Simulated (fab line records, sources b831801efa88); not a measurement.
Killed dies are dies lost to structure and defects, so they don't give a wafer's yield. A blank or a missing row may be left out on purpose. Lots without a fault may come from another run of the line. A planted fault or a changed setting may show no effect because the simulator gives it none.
Tool commonality check | flow sky130 | 11 lots, 33 wafers sampled

WHY IT WAS OPENED
At SKY_POLY_GATE_THK_MEAS_01 the reading POLY_GATE_CVD_00_THK is flagged on 2 of 11 lots. Wafers without a fault read 180.1 nm, standard deviation 1.4.
Rule: a lot is flagged when every wafer of it that has a number lies more than 4 standard deviations from that mean, or none has a number. The other lots count as sound.

lot  | measured     | on            | POLY_GATE_CVD_00_THK (nm), wafer by wafer | flag
L543 | day 13 17:48 | film_metro-04 | 180.4 180.4 179.6                         |
L544 | day 14 07:32 | film_metro-02 | 178.8 178.4 177.6                         |
L545 | day 14 19:57 | film_metro-01 | 178.9 180.6 178.7                         |
L546 | day 15 04:10 | film_metro-01 | 179.3 181.4 181.2                         |
L547 | day 15 08:55 | film_metro-01 | 178.1 178.7 178.3                         |
L554 | day 18 01:03 | film_metro-02 | 163.3 168.1 171.4                         | FLAGGED
L555 | day 18 10:10 | film_metro-02 | 169.6 167.6 157.8                         | FLAGGED
L563 | day 21 06:33 | film_metro-04 | 181.0 182.0 182.6                         |
L564 | day 21 14:59 | film_metro-04 | 179.2 178.5 178.3                         |
L565 | day 21 17:34 | film_metro-02 | 182.2 182.3 180.8                         |
L566 | day 22 04:48 | film_metro-01 | 178.1 181.6 181.1                         |
The numbers of the flagged lots are 166.3 nm on average: -13.8 nm against the usual, or -10 standard deviations.

WHICH TOOL RAN EACH LOT
The record holds 1 process step before the reading, out of a route of 708 steps. In each cell: the tool, then ch and the chambers that the sampled wafers went through, then the start.
lot  | flag    | SKY_POLY_GATE_CVD_00
L543 |         | lpcvd-01 ch 1, day 13 16:35
L544 |         | lpcvd-01 ch 1, day 14 06:20
L545 |         | lpcvd-01 ch 0, day 14 18:43
L546 |         | lpcvd-01 ch 1, day 15 02:56
L547 |         | lpcvd-01 ch 0, day 15 07:42
L554 | FLAGGED | lpcvd-01 ch 1, day 17 23:14
L555 | FLAGGED | lpcvd-01 ch 1, day 18 08:58
L563 |         | lpcvd-01 ch 1, day 21 05:20
L564 |         | lpcvd-01 ch 0, day 21 13:47
L565 |         | lpcvd-01 ch 0, day 21 16:21
L566 |         | lpcvd-01 ch 0, day 22 03:35
What these steps do:
- SKY_POLY_GATE_CVD_00: deposits poly-Si, target thk 180 nm, time 720 s.
- SKY_POLY_GATE_THK_MEAS_01

FLAGGED OVER TOTAL, TOOL BY TOOL (the gauges that took the reading come last)
step                      | tool          | lots run | flagged | share of the flagged lots | sound lots run after its first flagged lot
SKY_POLY_GATE_CVD_00      | lpcvd-01      | 11       | 2       | all                       | 4 (L563,L564,L565,L566)
SKY_POLY_GATE_THK_MEAS_01 | film_metro-01 | 4        | 0       | none                      | -
SKY_POLY_GATE_THK_MEAS_01 | film_metro-02 | 4        | 2       | all                       | 1 (L565)
SKY_POLY_GATE_THK_MEAS_01 | film_metro-04 | 3        | 0       | none                      | -

WHAT THE TABLE ALLOWS
2 rows of the table ran every flagged lot: lpcvd-01 at SKY_POLY_GATE_CVD_00, film_metro-02 at SKY_POLY_GATE_THK_MEAS_01.
- lpcvd-01 at SKY_POLY_GATE_CVD_00: 2 of its 11 lots flagged. Sound lots ran on it after the first flagged one (L563, L564, L565, L566), which a lasting fault on the whole tool wouldn't allow. Its own readings lie more than 4 standard deviations out on every wafer of the flagged lots: spike_tc_centre_C, zone_power_centre_pct, zone_power_lower_pct, zone_power_upper_pct.
- film_metro-02 at SKY_POLY_GATE_THK_MEAS_01: 2 of its 4 lots flagged. Sound lots ran on it after the first flagged one (L565), which a lasting fault on the whole tool wouldn't allow.
No row of the table ran every flagged lot and no sound lot after the first.

WHAT THE SIMULATOR HAD PUT IN
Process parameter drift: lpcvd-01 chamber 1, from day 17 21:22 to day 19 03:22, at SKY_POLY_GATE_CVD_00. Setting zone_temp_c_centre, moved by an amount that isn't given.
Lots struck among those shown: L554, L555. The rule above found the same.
